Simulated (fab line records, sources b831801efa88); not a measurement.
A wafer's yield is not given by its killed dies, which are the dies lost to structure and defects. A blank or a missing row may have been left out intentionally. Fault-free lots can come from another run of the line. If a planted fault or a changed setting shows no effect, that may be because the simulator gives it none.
2 desks, one fault + flow sky130 + numbers are kept per desk, each desk with only its own; the story behind them comes last

== FOR THE TOOL OWNER'S DESK: pvd-sputter-02 ==
The tool's own readings at SKY_METAL3_SPUTTER_04 (material TiN, target thk 70 nm, time 58.3 s): means of the sampled wafers that have a number, for each lot that ran on this tool. Any lot whose mean is over 4 standard deviations away from the usual mean is out of limits and marked OUT; that distance is given in the brackets.
Columns: A = cathode-dc-power-W at SKY_METAL3_SPUTTER_04, usual 6500.1 W; B = chamber-pressure-pa at SKY_METAL3_SPUTTER_04, usual 0.3999 Pa; C = throttle-valve-pct at SKY_METAL3_SPUTTER_04, usual 29.7 %
| lot  | first seen here | A                        | B      | C    |
|------|-----------------|--------------------------|--------|------|
| L630 | day 39 02:46    | 6500.0                   | 0.4004 | 29.0 |
| L631 | day 39 23:07    | 6499.5                   | 0.4005 | 30.0 |
| L634 | day 40 11:29    | 6672.7 (+99 or more) OUT | 0.3986 | 30.0 |
| L635 | day 40 20:56    | 6670.5 (+99 or more) OUT | 0.3993 | 29.9 |
This desk's finding: out of limits on L634, L635; first on L634, day 40 11:29 (cathode-dc-power-W at SKY_METAL3_SPUTTER_04). L630, L631 stayed within limits.

== METROLOGY DESK ==
Lot by lot, what the gauges showed, no matter which tool ran the lot: averages of those sampled wafers that carry a number. Any lot whose mean is over 4 standard deviations away from the usual mean is out of limits and marked OUT; that distance is given in the brackets.
Columns: A = cd-nm at SKY_VIA2_CD_MEAS_12, usual 200.0 nm
| lot  | first seen here | A     |
|------|-----------------|-------|
| L622 | day 36 23:57    | 202.0 |
| L624 | day 37 07:44    | 199.5 |
| L625 | day 37 11:18    | 199.6 |
| L626 | day 37 23:58    | 198.9 |
| L627 | day 38 02:58    | 201.1 |
| L630 | day 39 01:09    | 198.4 |
| L631 | day 39 21:29    | 200.2 |
| L633 | day 40 05:19    | 199.0 |
| L634 | day 40 09:47    | 198.0 |
| L635 | day 40 19:19    | 200.3 |
| L645 | day 43 11:29    | 202.0 |
| L644 | day 43 16:21    | 198.8 |
This desk found nothing out of limits on any of the 12 lots.

== ALL TOGETHER ==
On L634, L635, at day 40 11:29, an alarm was possible from the tool owner's desk.
Metrology desk: nothing out of limits seen.
The metrology desk holds a record of L634, L635, inside its limits.
Every lot named ran SKY_METAL3_SPUTTER_04 on pvd-sputter-02.

== WHAT HAD BEEN PUT IN BY THE SIMULATOR ==
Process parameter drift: pvd-sputter-02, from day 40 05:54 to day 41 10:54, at SKY_METAL3_SPUTTER_04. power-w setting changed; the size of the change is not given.
Struck lots among those shown: L634, L635.
Time in hours from fault onset to the first out-of-limits reading at each desk: the tool owner's desk, 6.
